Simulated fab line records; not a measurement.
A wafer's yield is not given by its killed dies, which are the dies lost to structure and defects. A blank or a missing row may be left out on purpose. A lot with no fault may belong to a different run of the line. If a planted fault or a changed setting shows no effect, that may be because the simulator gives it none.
Commonality check across tools -- flow gf180mcu -- Lots sampled 9, wafers sampled 27

== WHAT PROMPTED THE OPENING ==
At GF_PSD_RS_MEAS_14 the reading NSD_RS is flagged on 3 of 9 lots. No-fault wafers: 46.15 ohm/sq, standard deviation 0.077.
Rule: a lot is flagged when every wafer of it that has a number lies more than 4 standard deviations from that mean, or none has a number. All remaining lots are regarded as sound.

lot,measured,on,"NSD_RS (ohm/sq), wafer by wafer",flag
L196,day 14 06:13,film_metro-02,46.19 46.08 46.09,
L197,day 14 15:26,film_metro-04,46.09 46.04 46.17,
L198,day 15 03:13,film_metro-02,46.09 46.18 46.04,
L199,day 15 12:03,film_metro-01,46.08 46.09 46.10,
L203,day 16 16:29,film_metro-02,46.21 46.14 46.19,
L206,day 17 20:16,film_metro-04,45.95 46.07 46.10,
L207,day 18 04:32,film_metro-04,53.08 52.89 52.98,FLAGGED
L208,day 18 08:00,film_metro-01,52.78 53.07 52.99,FLAGGED
L209,day 18 21:24,film_metro-01,52.89 52.70 52.78,FLAGGED
The mean of the flagged lots' numbers is 52.91 ohm/sq, +6.76 ohm/sq from the usual (+88 standard deviations).

== WHICH TOOL RAN EACH LOT ==
2 process steps preceding the reading are held in the record, out of 602 steps in the route. In each cell: the tool, then ch and the chambers that the sampled wafers went through, then the start.
lot,flag,GF_NSD_IMPLANT_10,GF_NSD_STRIP_11
L196,,"implanter-01 ch 0, day 13 09:44","plasma_asher-01 ch 0,1, day 13 09:53"
L197,,"implanter-01 ch 0, day 13 18:20","plasma_asher-03 ch 0,1, day 13 18:29"
L198,,"implanter-01 ch 0, day 14 05:35","plasma_asher-01 ch 0,1, day 14 05:44"
L199,,"implanter-03 ch 0, day 14 14:14","plasma_asher-03 ch 0,1, day 14 14:23"
L203,,"implanter-01 ch 0, day 15 17:34","plasma_asher-04 ch 0,1, day 15 17:43"
L206,,"implanter-03 ch 0, day 16 19:41","plasma_asher-01 ch 0,1, day 16 19:49"
L207,FLAGGED,"implanter-04 ch 0, day 17 04:41","plasma_asher-01 ch 0,1, day 17 04:47"
L208,FLAGGED,"implanter-03 ch 0, day 17 08:20","plasma_asher-03 ch 0,1, day 17 08:28"
L209,FLAGGED,"implanter-01 ch 0, day 17 20:52","plasma_asher-04 ch 0,1, day 17 20:59"
What these steps do:
- GF_NSD_IMPLANT_10
- GF_NSD_STRIP_11: strips in O2/N2.
- GF_PSD_RS_MEAS_14: measures by four-point-probe.

== FLAGGED AGAINST TOTAL, ONE TOOL AT A TIME (gauges that did the reading follow at the end) ==
step,tool,lots run,flagged,share of the flagged lots,sound lots run after its first flagged lot
GF_NSD_IMPLANT_10,implanter-01,5,1,some,0
GF_NSD_IMPLANT_10,implanter-03,3,1,some,0
GF_NSD_IMPLANT_10,implanter-04,1,1,some,0
GF_NSD_STRIP_11,plasma_asher-01,4,1,some,0
GF_NSD_STRIP_11,plasma_asher-03,3,1,some,0
GF_NSD_STRIP_11,plasma_asher-04,2,1,some,0
GF_PSD_RS_MEAS_14,film_metro-01,3,2,some,0
GF_PSD_RS_MEAS_14,film_metro-02,3,0,none,-
GF_PSD_RS_MEAS_14,film_metro-04,3,1,some,0

== WHAT THE TABLE PERMITS ==
No row of the table ran every flagged lot.

== WHAT THE SIMULATOR HAD PUT IN ==
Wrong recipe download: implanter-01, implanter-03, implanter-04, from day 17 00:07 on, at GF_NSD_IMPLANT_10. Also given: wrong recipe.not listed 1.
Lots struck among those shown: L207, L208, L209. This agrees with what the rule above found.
